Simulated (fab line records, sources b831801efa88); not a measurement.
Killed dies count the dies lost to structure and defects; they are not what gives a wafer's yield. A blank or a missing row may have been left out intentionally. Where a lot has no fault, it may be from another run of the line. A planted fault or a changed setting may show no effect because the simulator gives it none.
Which tool is to blame? + flow gf180mcu + 13 lots, 39 wafers sampled, at 3 steps of a route of 602

## WHAT THE GAUGES SHOWED, per wafer
GF_MVSD_TW_MEAS_11.
| lot  | measured     | on            | MVSD_TW        |
|------|--------------|---------------|----------------|
| L682 | day 4 11:15  | film-metro-03 | 1584 1591 1593 |
| L683 | day 4 15:19  | film-metro-03 | 1603 1589 1593 |
| L684 | day 4 20:12  | film-metro-01 | 1582 1587 1582 |
| L686 | day 5 07:46  | film-metro-03 | 1592 1581 1581 |
| L688 | day 5 19:36  | film-metro-03 | 1579 1576 1572 |
| L691 | day 6 17:14  | film-metro-01 | 1602 1591 1603 |
| L692 | day 6 20:31  | film-metro-01 | 1589 1596 1594 |
| L693 | day 7 03:43  | film-metro-03 | 1591 1599 1593 |
| L700 | day 8 19:43  | film-metro-01 | 1594 1587 1597 |
| L702 | day 9 05:43  | film-metro-01 | 1585 1590 1584 |
| L703 | day 9 13:27  | film-metro-01 | 1582 1584 1584 |
| L704 | day 9 18:15  | film-metro-03 | 1575 1586 1584 |
| L705 | day 10 02:03 | film-metro-04 | 1574 1572 1574 |

GF_DUAL_GATE_THK_MEAS_03.
| lot  | measured     | on            | DUAL_GATE_OXIDATION_00_THK (nm) |
|------|--------------|---------------|---------------------------------|
| L682 | day 7 17:02  | film-metro-02 | 10.70 10.56 10.73               |
| L683 | day 7 20:02  | film-metro-02 | 11.31 11.01 11.17               |
| L684 | day 8 02:43  | film-metro-01 | 11.27 11.24 11.33               |
| L686 | day 8 17:25  | film-metro-02 | 11.28 11.29 11.22               |
| L688 | day 9 07:29  | film-metro-03 | 11.06 11.21 11.27               |
| L691 | day 10 07:15 | film-metro-03 | 11.10 11.12 10.81               |
| L692 | day 10 11:38 | film-metro-01 | 10.88 10.60 10.81               |
| L693 | day 10 17:48 | film-metro-01 | 10.62 10.75 10.66               |
| L700 | day 12 18:51 | film-metro-01 | 10.78 10.73 10.59               |
| L702 | day 13 03:25 | film-metro-03 | 10.88 10.91 11.10               |
| L703 | day 13 12:02 | film-metro-02 | 11.10 11.04 11.13               |
| L704 | day 13 19:58 | film-metro-01 | 11.33 11.18 11.12               |
| L705 | day 14 04:04 | film-metro-02 | 11.07 10.97 10.96               |

## EACH LOT AND THE TOOL THAT RAN IT (in order: tool; ch and the chambers of the sampled wafers; start)
| lot  | GF_MVPSD_STRIP_10                    |
|------|--------------------------------------|
| L682 | plasma-asher-02 ch 0,1, day 5 00:42  |
| L683 | plasma-asher-01 ch 0,1, day 5 04:58  |
| L684 | plasma-asher-02 ch 0,1, day 5 10:25  |
| L686 | plasma-asher-01 ch 0,1, day 5 22:15  |
| L688 | plasma-asher-01 ch 0,1, day 6 11:13  |
| L691 | plasma-asher-01 ch 0,1, day 7 09:25  |
| L692 | plasma-asher-02 ch 0,1, day 7 12:42  |
| L693 | plasma-asher-01 ch 0,1, day 7 19:34  |
| L700 | plasma-asher-01 ch 0,1, day 9 12:16  |
| L702 | plasma-asher-04 ch 0,1, day 9 22:54  |
| L703 | plasma-asher-02 ch 0,1, day 10 07:21 |
| L704 | plasma-asher-01 ch 0,1, day 10 11:43 |
| L705 | plasma-asher-02 ch 0,1, day 10 20:09 |
- GF_MVPSD_STRIP_10: strips in O2/N2.

## AS READ BY THE TOOLS THEMSELVES (means over the sampled wafers that have a number; for cases with no such wafer, the mark the record gives instead)
GF_MVPSD_STRIP_10.
| lot  | tool            | drypump-motor-current-A (A) | heater-power-w (W) | oes-product-au (a.u.) | strip-time-to-endpoint-s (s) |
|------|-----------------|-----------------------------|--------------------|-----------------------|------------------------------|
| L682 | plasma-asher-02 | 5.4                         | 282                | 0.723                 | 36.99                        |
| L683 | plasma-asher-01 | 5.4                         | 313                | 0.723                 | 36.89                        |
| L684 | plasma-asher-02 | 6.0                         | 271                | 0.725                 | 36.99                        |
| L686 | plasma-asher-01 | 5.8                         | 316                | 0.723                 | 37.07                        |
| L688 | plasma-asher-01 | 5.4                         | 312                | 0.722                 | 37.02                        |
| L691 | plasma-asher-01 | 5.9                         | 319                | 0.721                 | 36.90                        |
| L692 | plasma-asher-02 | 5.4                         | 296                | 0.720                 | 36.91                        |
| L693 | plasma-asher-01 | 5.4                         | 312                | 0.723                 | 36.88                        |
| L700 | plasma-asher-01 | 5.4                         | 313                | 0.721                 | 37.05                        |
| L702 | plasma-asher-04 | 4.8                         | 298                | 0.725                 | 36.96                        |
| L703 | plasma-asher-02 | 6.0                         | 279                | 0.722                 | 36.88                        |
| L704 | plasma-asher-01 | 5.9                         | 315                | 0.719                 | 37.08                        |
| L705 | plasma-asher-02 | 6.0                         | 276                | 0.722                 | 36.85                        |

## THE ANSWER, worked out from the rows above alone
Rule: the lots themselves supply what counts as usual. Put in order of their means at a reading, lots are off if they are a third of the lots or fewer, leave a main group of 4 or more, and stand apart from it by a gap of 3 or more times the standard deviation of the main group's means; of several such gaps the widest counts. A main group whose means are all the same, to the digits that the tables above print for the reading, isn't used. Also off: a lot with no number at a reading for which 4 or more lots have one. Any other lot the step has rows for is counted as sound. First the gauges in route order, then the tools' own readings, where a lot's mean is used as printed above. The first step at which some lot is off is used, and at that step the reading that is off furthest; a lot without a number counts as furthest.
No lot is off at any reading shown: from this, nothing can be told.

## WHAT HAD BEEN PUT IN BY THE SIMULATOR
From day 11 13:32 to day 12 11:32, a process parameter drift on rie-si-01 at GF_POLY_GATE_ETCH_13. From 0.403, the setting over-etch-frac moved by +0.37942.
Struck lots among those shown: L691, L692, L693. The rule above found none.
